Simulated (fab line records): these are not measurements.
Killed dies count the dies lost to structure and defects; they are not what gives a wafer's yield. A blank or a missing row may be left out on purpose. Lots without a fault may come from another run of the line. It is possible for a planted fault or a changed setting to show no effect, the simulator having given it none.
fab line records -- flow gf180mcu
[record] lots = 14, wafers = 42, lastDay = 34
route steps=602 shown MVSD@75 VT_IMPLANT@99 HV_LDD@231 SAB@265
lots that met no fault: from a run of the same line without faults
startH: the number of hours between the record's first day and the start of the first shown wafer of the lot -- waitH: hours from the lot's prior step to this one -- " identical to the entry in the row above -- L1.1+2: a row that stands for several wafers -- - no value present, or no start provided -- * or withheld: withheld -- < > ~ a bound
route shown NAME@n: names a module that has steps shown in the file, with the first one's number in the route -- usual: mean/standard deviation taken from wafers without a fault -- same: alike in all rows -- chamber/n: place in a boat -- sites: per-site readings -- _std_site: how widely they spread, as a standard deviation -- _edge_site: the outer-site mean with the inner-site mean subtracted -- radiusMm: for every site, how far away it sits from the centre of the wafer -- mask NAME#n: copy n -- behind: the most recent tool/chamber to have shaped the wafer -- hold: why the lot was held/for how many hours/how that ended -- device: transistor that didn't switch, given as n, p or np -- end of line: tests run on the same wafers once the route is complete -- step lacking rows: just its recipe -- killed: count of dies lost to structure and defects at first sort (not the wafer's yield) -- map: shows each die of a wafer: x if killed, . if not, _ if none is there
set.NAME: setting as actually run; set.NAME@STEP: the setting as run at that earlier step -- model.NAME: the simulator's own value behind a step, which no gauge read
a sample of lots followed through the steps of the route, with each step as a table and each wafer as a row
services: a tool's chamber out of use, with start hour (startH, from the record's first day; less than 0 if before it), hours out, and reason
[[steps]]
[step GF_MVSD_IMPLANT_09]
[recipe] species = P, energyKev = 100, doseCm2 = 5e+12, tiltDeg = 0
[usual] beamEnergyKeV = 100.00/0.029, beamOnS = 9.98/0.23, tiltDeg = 0.000/0.02
lot.wafer,tool,chamber,startH,waitH,beamEnergyKeV,beamOnS,tiltDeg
L862.2,implanter-04,0,82.37,0.1,100.00,9.84,-0.030
L862.3,implanter-04,0,82.37,0.1,100.00,9.75,-0.028
L862.6,implanter-04,0,82.37,0.1,100.01,9.80,-0.015
L864.4,implanter-03,-,95.71,0.1,-,-,-
L864.5,implanter-03,-,95.71,0.1,-,-,-
L864.6,implanter-03,-,95.71,0.1,-,-,-
L865.4,implanter-02,-,99.46,0.1,-,-,-
L865.5,implanter-02,-,99.46,0.1,-,-,-
L865.6,implanter-02,-,99.46,0.1,-,-,-
L866.1,implanter-03,0,104.74,0.1,100.06,10.15,-0.013
L866.2,implanter-03,0,104.74,0.1,100.02,9.96,-0.004
L866.4,implanter-03,0,104.74,0.1,100.03,9.89,-0.043
L874.1,implanter-03,0,153.64,0.1,100.00,10.06,-0.014
L874.2,implanter-03,0,153.64,0.1,100.03,10.05,0.005
L874.3,implanter-03,0,153.64,0.1,100.03,9.88,-0.015
L875.1,implanter-04,0,160.44,0.1,99.938,10.18,-0.001
L875.2,implanter-04,0,160.44,0.1,99.976,9.65,-0.008
L875.6,implanter-04,0,160.44,0.1,99.979,9.91,-0.003
L876.1,implanter-02,0,165.39,0.1,100.01,9.85,0.017
L876.3,implanter-02,0,165.39,0.1,100.01,9.87,0.030
L876.6,implanter-02,0,165.39,0.1,99.995,10.13,0.051
L877.1,implanter-03,0,171.04,0.1,99.966,10.19,-0.039
L877.2,implanter-03,0,171.04,0.1,99.976,10.01,-0.058
L877.6,implanter-03,0,171.04,0.1,100.01,10.07,-0.019
L879.3,implanter-02,0,183.85,0.1,99.995,10.24,-0.016
L879.5,implanter-02,0,183.85,0.1,100.00,10.27,-0.002
L879.6,implanter-02,0,183.85,0.1,99.989,9.97,-0.004
L880.1,implanter-02,0,188.60,0.1,100.00,10.17,-0.002
L880.4,implanter-02,0,188.60,0.1,100.01,10.30,0.005
L880.6,implanter-02,0,188.60,0.1,100.02,10.23,0.014
L882.1,implanter-04,0,201.34,0.1,100.02,9.94,-0.007
L882.3,implanter-04,0,201.34,0.1,99.997,9.80,-0.006
L882.4,implanter-04,0,201.34,0.1,100.00,10.00,0.029
L883.2,implanter-02,0,205.92,0.1,99.924,9.95,0.013
L883.3,implanter-02,0,205.92,0.1,99.958,9.90,0.026
L883.6,implanter-02,0,205.92,0.1,100.01,10.20,-0.020
L884.1,implanter-02,0,209.10,0.1,100.02,9.80,-0.005
L884.2,implanter-02,0,209.10,0.1,99.970,9.98,-0.029
L884.3,implanter-02,0,209.10,0.1,100.01,10.07,-0.013
L885.2,implanter-03,0,218.61,0.1,100.06,9.93,-0.018
L885.3,implanter-03,0,218.61,0.1,99.949,10.31,0.020
L885.4,implanter-03,0,218.61,0.1,99.920,9.96,0.005
[step GF_MVSD_TW_MEAS_11]
[usual] MVSD_TW = 1577/15
lot.wafer,tool,chamber,startH,waitH,MVSD_TW
L862.2,filmMetro-03,-,82.60,0.1,1596
L862.3,filmMetro-03,-,82.60,0.1,1585
L862.6,filmMetro-03,-,82.60,0.1,1604
L864.4,filmMetro-01,-,95.92,0.1,1500
L864.5,filmMetro-01,-,95.92,0.1,1496
L864.6,filmMetro-01,-,95.92,0.1,1503
L865.4,filmMetro-01,-,99.67,0.1,1507
L865.5,filmMetro-01,-,99.67,0.1,1503
L865.6,filmMetro-01,-,99.67,0.1,1495
L866.1,filmMetro-03,-,104.99,0.1,1611
L866.2,filmMetro-03,-,104.99,0.1,1594
L866.4,filmMetro-03,-,104.99,0.1,1598
L874.1,filmMetro-04,-,153.89,0.1,1591
L874.2,filmMetro-04,-,153.89,0.1,1592
L874.3,filmMetro-04,-,153.89,0.1,1585
L875.1,filmMetro-04,-,160.69,0.1,1582
L875.2,filmMetro-04,-,160.69,0.1,1585
L875.6,filmMetro-04,-,160.69,0.1,1591
L876.1,filmMetro-03,-,165.64,0.1,1582
L876.3,filmMetro-03,-,165.64,0.1,1574
L876.6,filmMetro-03,-,165.64,0.1,1576
L877.1,filmMetro-01,-,171.29,0.1,1552
L877.2,filmMetro-01,-,171.29,0.1,1551
L877.6,filmMetro-01,-,171.29,0.1,1568
L879.3,filmMetro-03,-,184.07,0.1,1598
L879.5,filmMetro-03,-,184.07,0.1,1593
L879.6,filmMetro-03,-,184.07,0.1,1590
L880.1,filmMetro-01,-,188.85,0.1,1549
L880.4,filmMetro-01,-,188.85,0.1,1552
L880.6,filmMetro-01,-,188.85,0.1,1548
L882.1,filmMetro-03,-,201.59,0.1,1592
L882.3,filmMetro-03,-,201.59,0.1,1594
L882.4,filmMetro-03,-,201.59,0.1,1597
L883.2,filmMetro-01,-,206.15,0.1,1566
L883.3,filmMetro-01,-,206.15,0.1,1570
L883.6,filmMetro-01,-,206.15,0.1,1568
L884.1,filmMetro-03,-,209.35,0.1,1582
L884.2,filmMetro-03,-,209.35,0.1,1584
L884.3,filmMetro-03,-,209.35,0.1,1589
L885.2,filmMetro-01,-,218.84,0.1,1573
L885.3,filmMetro-01,-,218.84,0.1,1578
L885.4,filmMetro-01,-,218.84,0.1,1575
[step GF_VT_IMPLANT_STRIP_09]
[recipe] chemistry = O2/N2, powerW = 1400, pressureMtorr = 1500, platenTempC = 250, o2FlowSccm = 3000, n2FlowSccm = 300, overashFraction = 0.5
[usual] drypumpMotorCurrentA = 6.1/0.58, heaterPowerW = 337/22, oesProductAu = 0.717/0.0042, stripTimeToEndpointS = 12.62/0.036
lot.wafer,tool,chamber,startH,waitH,drypumpMotorCurrentA,heaterPowerW,oesProductAu,rfHoursCounterH,stripTimeToEndpointS
L862.2,plasmaAsher-03,0,111.56,0.1,6.6,369,0.722,46,12.67
L862.3,plasmaAsher-03,0,111.56,0.1,6.7,357,0.718,-,12.63
L862.6,plasmaAsher-03,1,111.56,0.1,6.0,310,0.719,-,12.69
L864.4,plasmaAsher-03,1,124.63,0.1,6.0,309,0.721,-,12.62
L864.5,plasmaAsher-03,0,124.63,0.1,6.7,368,0.713,-,12.65
L864.6,plasmaAsher-03,1,124.63,0.1,6.0,307,0.719,-,12.65
L865.4,plasmaAsher-04,1,129.33,0.1,4.7,358,0.721,-,12.65
L865.5,plasmaAsher-04,1,129.33,0.1,4.7,368,0.715,-,12.62
L865.6,plasmaAsher-04,0,129.33,0.1,6.7,331,0.718,-,12.62
L866.1,plasmaAsher-03,0,136.25,0.1,6.7,364,0.717,49,12.65
L866.2,plasmaAsher-03,1,136.25,0.1,6.0,311,0.724,49,12.64
L866.4,plasmaAsher-03,1,136.25,0.1,6.0,303,0.719,-,12.66
L874.1,plasmaAsher-03,0,186.99,0.1,6.6,357,0.717,54,12.65
L874.2,plasmaAsher-03,1,186.99,0.1,6.0,307,0.718,54,12.67
L874.3,plasmaAsher-03,0,186.99,0.1,6.6,353,0.713,-,12.61
L875.1,plasmaAsher-03,0,193.70,0.1,6.7,363,0.722,55,12.62
L875.2,plasmaAsher-03,1,193.70,0.1,6.0,304,0.727,55,12.64
L875.6,plasmaAsher-03,1,193.70,0.1,6.0,303,0.723,-,12.66
L876.1,plasmaAsher-03,0,197.85,0.1,6.6,364,0.709,55,12.60
L876.3,plasmaAsher-03,1,197.85,0.1,6.0,302,0.715,-,12.61
L876.6,plasmaAsher-03,0,197.85,0.1,6.7,354,0.710,-,12.62
L877.1,plasmaAsher-02,1,205.19,0.1,6.2,356,0.714,53,12.62
L877.2,plasmaAsher-02,0,205.19,0.1,5.6,328,0.722,53,12.65
L877.6,plasmaAsher-02,1,205.19,0.1,6.2,354,0.717,-,12.61
L879.3,plasmaAsher-02,0,216.58,0.1,5.6,319,0.720,-,12.66
L879.5,plasmaAsher-02,0,216.58,0.1,5.6,325,0.715,-,12.61
L879.6,plasmaAsher-02,1,216.58,0.1,6.2,352,0.720,-,12.63
L880.1,plasmaAsher-03,1,223.29,0.1,6.0,307,0.713,58,12.65
L880.4,plasmaAsher-03,0,223.29,0.1,6.6,357,0.706,-,12.63
L880.6,plasmaAsher-03,0,223.29,0.1,6.6,356,0.720,-,12.60
L882.1,plasmaAsher-03,0,237.21,0.1,6.7,364,0.711,60,12.52
L882.3,plasmaAsher-03,1,237.21,0.1,6.1,313,0.717,-,12.57
L882.4,plasmaAsher-03,0,237.21,0.1,6.7,347,0.723,-,12.57
L883.2,plasmaAsher-02,1,241.65,0.1,6.2,358,0.712,58,12.60
L883.3,plasmaAsher-02,1,241.65,0.1,6.2,355,0.712,-,12.65
L883.6,plasmaAsher-02,0,241.65,0.1,5.6,322,0.712,-,12.64
L884.1,plasmaAsher-03,0,245.11,0.1,6.7,348,0.714,61,12.63
L884.2,plasmaAsher-03,1,245.11,0.1,6.0,314,0.719,61,12.64
L884.3,plasmaAsher-03,1,245.11,0.1,6.0,309,0.710,-,12.62
L885.2,plasmaAsher-02,1,254.66,0.1,6.1,355,0.718,60,12.65
L885.3,plasmaAsher-02,0,254.66,0.1,5.6,320,0.715,-,12.67
L885.4,plasmaAsher-02,1,254.66,0.1,6.2,357,0.709,-,12.65
[step GF_VT_IMPLANT_RS_MEAS_46]
[recipe] thkMeasGauge = four-point-probe
[usual] MVSD_RS = 457.1/1.3
lot.wafer,tool,chamber,startH,waitH,MVSD_RS[ohm/sq]
L862.2,filmMetro-01,-,158.10,0.1,457.5
L862.3,filmMetro-01,-,158.10,0.1,458.6
L862.6,filmMetro-01,-,158.10,0.1,458.2
L864.4,filmMetro-04,-,172.27,0.1,-
L864.5,filmMetro-04,-,172.27,0.1,-
L864.6,filmMetro-04,-,172.27,0.1,-
L865.4,filmMetro-04,-,178.61,0.1,-
L865.5,filmMetro-04,-,178.61,0.1,-
L865.6,filmMetro-04,-,178.61,0.1,-
L866.1,filmMetro-03,-,185.16,0.1,458.2
L866.2,filmMetro-03,-,185.16,0.1,456.3
L866.4,filmMetro-03,-,185.16,0.1,456.7
L874.1,filmMetro-01,-,240.42,0.1,458.2
L874.2,filmMetro-01,-,240.42,0.1,457.1
L874.3,filmMetro-01,-,240.42,0.1,459.0
L875.1,filmMetro-04,-,246.36,0.1,458.2
L875.2,filmMetro-04,-,246.36,0.1,457.1
L875.6,filmMetro-04,-,246.36,0.1,458.1
L876.1,filmMetro-04,-,251.48,0.1,456.5
L876.3,filmMetro-04,-,251.48,0.1,456.4
L876.6,filmMetro-04,-,251.48,0.1,456.9
L877.1,filmMetro-04,-,259.55,0.1,457.7
L877.2,filmMetro-04,-,259.55,0.1,458.4
L877.6,filmMetro-04,-,259.55,0.1,457.0
L879.3,filmMetro-01,-,271.74,0.1,457.8
L879.5,filmMetro-01,-,271.74,0.1,456.8
L879.6,filmMetro-01,-,271.74,0.1,456.7
L880.1,filmMetro-03,-,278.83,0.1,458.4
L880.4,filmMetro-03,-,278.83,0.1,458.5
L880.6,filmMetro-03,-,278.83,0.1,457.8
L882.1,filmMetro-01,-,295.85,0.1,458.2
L882.3,filmMetro-01,-,295.85,0.1,458.1
L882.4,filmMetro-01,-,295.85,0.1,458.9
L883.2,filmMetro-01,-,299.34,0.1,456.1
L883.3,filmMetro-01,-,299.34,0.1,455.2
L883.6,filmMetro-01,-,299.34,0.1,454.1
L884.1,filmMetro-01,-,303.55,0.1,458.0
L884.2,filmMetro-01,-,303.55,0.1,456.8
L884.3,filmMetro-01,-,303.55,0.1,456.6
L885.2,filmMetro-04,-,314.22,0.1,457.2
L885.3,filmMetro-04,-,314.22,0.1,456.6
L885.4,filmMetro-04,-,314.22,0.1,457.5
[step GF_HV_LDD_THK_MEAS_55]
[recipe] reads = SiO2_of_HV_LDD_CVD_54
[usual] HV_LDD_CVD_54_THK = 9.99/0.14
lot.wafer,tool,chamber,startH,waitH,HV_LDD_CVD_54_THK[nm]
L862.2,filmMetro-04,-,275.43,0.0,10.22
L862.3,filmMetro-04,-,275.43,0.0,10.18
L862.6,filmMetro-04,-,275.43,0.0,10.10
L866.1,filmMetro-03,-,307.97,0.0,9.97
L866.2,filmMetro-03,-,307.97,0.0,9.81
L866.4,filmMetro-03,-,307.97,0.0,9.97
L874.1,filmMetro-03,-,373.55,0.0,10.03
L874.2,filmMetro-03,-,373.55,0.0,10.17
L874.3,filmMetro-03,-,373.55,0.0,9.97
L875.1,filmMetro-01,-,381.15,0.0,10.29
L875.2,filmMetro-01,-,381.15,0.0,10.24
L875.6,filmMetro-01,-,381.15,0.0,10.13
L876.1,filmMetro-03,-,386.16,0.0,9.98
L876.3,filmMetro-03,-,386.16,0.0,9.96
L876.6,filmMetro-03,-,386.16,0.0,9.82
L877.1,filmMetro-03,-,400.31,0.0,10.03
L877.2,filmMetro-03,-,400.31,0.0,9.96
L877.6,filmMetro-03,-,400.31,0.0,10.10
L879.3,filmMetro-01,-,413.01,0.0,10.34
L879.5,filmMetro-01,-,413.01,0.0,10.13
L879.6,filmMetro-01,-,413.01,0.0,10.22
L880.1,filmMetro-01,-,420.87,0.0,9.93
L880.4,filmMetro-01,-,420.87,0.0,9.84
L880.6,filmMetro-01,-,420.87,0.0,9.83
L882.1,filmMetro-01,-,442.03,0.0,9.92
L882.3,filmMetro-01,-,442.03,0.0,9.88
L882.4,filmMetro-01,-,442.03,0.0,9.95
L883.2,filmMetro-03,-,446.79,0.0,10.04
L883.3,filmMetro-03,-,446.79,0.0,10.08
L883.6,filmMetro-03,-,446.79,0.0,9.86
L884.1,filmMetro-04,-,451.18,0.0,10.24
L884.2,filmMetro-04,-,451.18,0.0,10.05
L884.3,filmMetro-04,-,451.18,0.0,10.29
L885.2,filmMetro-03,-,461.33,0.0,9.81
L885.3,filmMetro-03,-,461.33,0.0,9.84
L885.4,filmMetro-03,-,461.33,0.0,9.82
[step GF_SAB_THK_MEAS_01]
[recipe] reads = SiO2_of_SAB_CVD_00
[usual] SAB_CVD_00_THK = 49.8/0.68
lot.wafer,tool,chamber,startH,waitH,SAB_CVD_00_THK[nm]
L862.2,filmMetro-02,-,319.03,0.0,49.1
L862.3,filmMetro-02,-,319.03,0.0,49.3
L862.6,filmMetro-02,-,319.03,0.0,49.6
L866.1,filmMetro-01,-,354.15,0.0,49.4
L866.2,filmMetro-01,-,354.15,0.0,49.6
L866.4,filmMetro-01,-,354.15,0.0,51.0
L874.1,filmMetro-02,-,422.46,0.0,50.2
L874.2,filmMetro-02,-,422.46,0.0,49.4
L874.3,filmMetro-02,-,422.46,0.0,49.8
L875.1,filmMetro-02,-,430.95,0.0,49.5
L875.2,filmMetro-02,-,430.95,0.0,49.4
L875.6,filmMetro-02,-,430.95,0.0,49.6
L876.1,filmMetro-01,-,438.19,0.0,48.9
L876.3,filmMetro-01,-,438.19,0.0,49.7
L876.6,filmMetro-01,-,438.19,0.0,50.0
L877.1,filmMetro-02,-,451.23,0.0,49.4
L877.2,filmMetro-02,-,451.23,0.0,49.2
L877.6,filmMetro-02,-,451.23,0.0,50.4
L879.3,filmMetro-02,-,462.95,0.0,49.5
L879.5,filmMetro-02,-,462.95,0.0,49.5
L879.6,filmMetro-02,-,462.95,0.0,50.6
L880.1,filmMetro-02,-,471.56,0.0,48.9
L880.4,filmMetro-02,-,471.56,0.0,49.7
L880.6,filmMetro-02,-,471.56,0.0,49.7
L882.1,filmMetro-02,-,492.41,0.0,48.6
L882.3,filmMetro-02,-,492.41,0.0,50.0
L882.4,filmMetro-02,-,492.41,0.0,50.5
L883.2,filmMetro-04,-,497.11,0.0,50.5
L883.3,filmMetro-04,-,497.11,0.0,50.1
L883.6,filmMetro-04,-,497.11,0.0,50.4
L884.1,filmMetro-01,-,501.28,0.0,49.7
L884.2,filmMetro-01,-,501.28,0.0,49.3
L884.3,filmMetro-01,-,501.28,0.0,50.4
L885.2,filmMetro-01,-,511.91,0.0,49.3
L885.3,filmMetro-01,-,511.91,0.0,49.9
L885.4,filmMetro-01,-,511.91,0.0,50.2
[[services]]
tool,chamber,startH,hours,kind
plasmaAsher-04,-,73.45,4.0,repair
implanter-03,-,102.13,1.4,repair
plasmaAsher-04,-,108.75,9.0,pm
plasmaAsher-04,0,108.75,9.0,ventCycle
plasmaAsher-04,1,108.75,9.0,ventCycle
implanter-02,-,113.73,2.5,repair
plasmaAsher-04,0,117.75,-,clean
plasmaAsher-04,1,117.75,-,clean
implanter-03,-,124.15,3.2,pm
plasmaAsher-02,-,129.00,3.3,repair
implanter-04,-,142.93,6.6,repair
plasmaAsher-04,-,209.91,45.2,pm
[[key]]
[firstSign] step = GF_MVSD_IMPLANT_09, reading = toolRecord, direction = missing
[effect] step = GF_MVSD_TW_MEAS_11, reading = MVSD_TW, direction = down, sigmas = 5, usual = 1577, struck = 1501
[effect] step = GF_VT_IMPLANT_RS_MEAS_46, reading = MVSD_RS, direction = missing
metAt GF_MVSD_IMPLANT_09
struckLots L864,L865
laterRowsLeftOut L864.4,L864.5,L864.6,L865.4,L865.5,L865.6
sortLeftOut L864.4,L864.5,L864.6,L865.4,L865.5,L865.6
testerLeftOut L864,L865
notActingAt GF_VT_IMPLANT_STRIP_09,GF_HV_LDD_THK_MEAS_55,GF_SAB_THK_MEAS_01
[fault] kind = skippedStepWhole, tool = implanter-02,implanter-03, chamber = -, onsetH = 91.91, steps = GF_MVSD_IMPLANT_09, scope = struckLotsOnly
// testerLeftOut: of these lots the tester's yield and bins aren't shown, on N5 and GAA mostly nor the transistor test; their killed dies are dies lost to structure and defects alone, not to doping, threshold or leakage, so they don't give the yield
// sortLeftOut: the simulated sort isn't trusted on such a fault, so these wafers' sort isn't shown, and their yield isn't known
// laterRowsLeftOut: the simulator's readings of these wafers behind a module that went badly wrong aren't trusted and aren't shown, but for the sort
